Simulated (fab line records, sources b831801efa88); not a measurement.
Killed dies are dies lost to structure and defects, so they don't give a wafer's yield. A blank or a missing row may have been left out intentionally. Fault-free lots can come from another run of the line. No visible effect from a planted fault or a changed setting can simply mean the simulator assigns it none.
A sampling plan put to the test    flow gf180mcu    one line in one fab, 17 faults in these records, each fault weighed on the records of the lots it struck
The plan is the line's own looks: the steps of the route at which a gauge or an inspection reads the wafer and doesn't change it. A look can be judged if struck wafers have a number there and the file gives its usual mean and standard deviation on fault-free wafers. Caught: the struck wafers' mean, at a look after the fault's first step, is 4 or more of those standard deviations (sigma) away from the usual mean. On the tool: the identical test, applied to the tool's own readings at the steps of the fault. Another recipe on the struck wafers, or a record that is blank for them alone, also counts as caught.

## THE FAULTS, as the simulator had put them in
1. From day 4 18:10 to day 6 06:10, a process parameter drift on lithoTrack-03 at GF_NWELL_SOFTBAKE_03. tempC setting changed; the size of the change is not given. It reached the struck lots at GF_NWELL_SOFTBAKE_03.
2. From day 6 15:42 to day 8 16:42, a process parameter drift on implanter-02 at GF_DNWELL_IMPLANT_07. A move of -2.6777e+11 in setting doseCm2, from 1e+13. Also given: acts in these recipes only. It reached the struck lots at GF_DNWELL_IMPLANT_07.
3. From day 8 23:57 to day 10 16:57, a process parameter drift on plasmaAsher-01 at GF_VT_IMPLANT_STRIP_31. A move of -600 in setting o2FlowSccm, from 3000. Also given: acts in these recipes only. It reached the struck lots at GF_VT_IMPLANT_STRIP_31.
4. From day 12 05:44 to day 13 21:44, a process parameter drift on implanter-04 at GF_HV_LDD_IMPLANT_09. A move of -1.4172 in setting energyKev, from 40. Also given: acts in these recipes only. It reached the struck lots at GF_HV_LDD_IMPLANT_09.
5. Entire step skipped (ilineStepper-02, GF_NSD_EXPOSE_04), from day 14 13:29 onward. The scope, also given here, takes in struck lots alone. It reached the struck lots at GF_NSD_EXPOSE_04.
6. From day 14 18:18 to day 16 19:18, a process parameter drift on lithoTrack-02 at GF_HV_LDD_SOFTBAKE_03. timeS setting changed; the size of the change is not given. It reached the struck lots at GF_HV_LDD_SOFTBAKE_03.
7. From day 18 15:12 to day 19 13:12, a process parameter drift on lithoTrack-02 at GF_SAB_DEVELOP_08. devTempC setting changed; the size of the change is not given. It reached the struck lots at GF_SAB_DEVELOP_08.
8. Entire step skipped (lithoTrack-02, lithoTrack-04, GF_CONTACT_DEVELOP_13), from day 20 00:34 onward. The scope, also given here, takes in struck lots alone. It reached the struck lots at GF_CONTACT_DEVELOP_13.
9. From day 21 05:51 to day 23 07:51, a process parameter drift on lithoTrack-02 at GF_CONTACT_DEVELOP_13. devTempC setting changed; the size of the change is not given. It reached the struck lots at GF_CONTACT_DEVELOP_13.
10. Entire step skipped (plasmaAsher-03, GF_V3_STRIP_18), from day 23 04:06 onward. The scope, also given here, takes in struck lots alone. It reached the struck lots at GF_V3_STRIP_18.
11. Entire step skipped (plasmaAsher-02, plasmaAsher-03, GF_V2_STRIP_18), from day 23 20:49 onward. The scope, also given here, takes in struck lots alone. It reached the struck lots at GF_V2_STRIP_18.
12. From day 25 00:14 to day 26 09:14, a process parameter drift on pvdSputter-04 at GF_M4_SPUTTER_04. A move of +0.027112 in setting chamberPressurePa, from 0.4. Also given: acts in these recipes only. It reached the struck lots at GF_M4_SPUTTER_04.
13. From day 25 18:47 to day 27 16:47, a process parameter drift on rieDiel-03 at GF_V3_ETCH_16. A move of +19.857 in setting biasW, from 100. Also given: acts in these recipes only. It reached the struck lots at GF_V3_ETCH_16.
14. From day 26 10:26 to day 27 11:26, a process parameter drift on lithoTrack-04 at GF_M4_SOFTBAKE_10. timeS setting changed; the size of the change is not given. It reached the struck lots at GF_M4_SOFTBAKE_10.
15. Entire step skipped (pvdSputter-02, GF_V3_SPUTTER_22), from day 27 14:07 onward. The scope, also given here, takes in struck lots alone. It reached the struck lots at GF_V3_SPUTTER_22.
16. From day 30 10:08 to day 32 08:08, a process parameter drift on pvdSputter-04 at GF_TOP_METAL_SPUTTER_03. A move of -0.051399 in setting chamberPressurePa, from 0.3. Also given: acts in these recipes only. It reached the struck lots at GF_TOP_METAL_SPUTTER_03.
17. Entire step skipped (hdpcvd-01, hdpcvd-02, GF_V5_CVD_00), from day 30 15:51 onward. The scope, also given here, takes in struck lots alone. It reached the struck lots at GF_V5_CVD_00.

## WHAT THE PLAN SAW
fault  on the tool itself                                first look that catches it                       reading, sigma  median hours from its first step to that look  hours from the fault's start to the first struck lot there  judged looks passed uncaught
1      plateTempC -12 sigma                              none of the 2 looks that can be judged after it  -               -                                              -                                                           2
2      doseIonsCm2 -23 sigma                             none of the 2 looks that can be judged after it  -               -                                              -                                                           2
3      o2FlowSccm -67 sigma                              none of the 2 looks that can be judged after it  -               -                                              -                                                           2
4      beamEnergyKeV -99 or beyond sigma                 not the one look that can be judged after it     -               -                                              -                                                           1
5      no reading that can be judged                     not the one look that can be judged after it     -               -                                              -                                                           1
6      runLengthS +30 sigma                              none of the 2 looks that can be judged after it  -               -                                              -                                                           2
7      developerTempC -7.1 sigma                         none of the 3 looks that can be judged after it  -               -                                              -                                                           3
8      the tool's record is blank for the struck wafers  no look after it can be judged                   -               -                                              -                                                           0
9      developerTempC +7.4 sigma                         no look after it can be judged                   -               -                                              -                                                           0
10     the tool's record is blank for the struck wafers  no look after it can be judged                   -               -                                              -                                                           0
11     the tool's record is blank for the struck wafers  no look after it can be judged                   -               -                                              -                                                           0
12     chamberPressurePa +34 sigma                       not the one look that can be judged after it     -               -                                              -                                                           1
13     biasW +70 sigma                                   none of the 2 looks that can be judged after it  -               -                                              -                                                           2
14     heaterPowerTotalW +28 sigma                       not the one look that can be judged after it     -               -                                              -                                                           1
15     the tool's record is blank for the struck wafers  no look after it can be judged                   -               -                                              -                                                           0
16     chamberPressurePa -81 sigma                       not the one look that can be judged after it     -               -                                              -                                                           1
17     the tool's record is blank for the struck wafers  no look after it can be judged                   -               -                                              -                                                           0
A dash: the fault isn't caught, or these records don't give the number.

Caught at a look: 0 of 17. Caught on the tool: 16 of 17. By one or the other: 16 of 17.
Caught on the tool alone: faults 1, 2, 3, 4, 6, 7, 8, 9, 10, 11, 12, 13, 14, 15, 16, 17.
Caught by neither: fault 5.
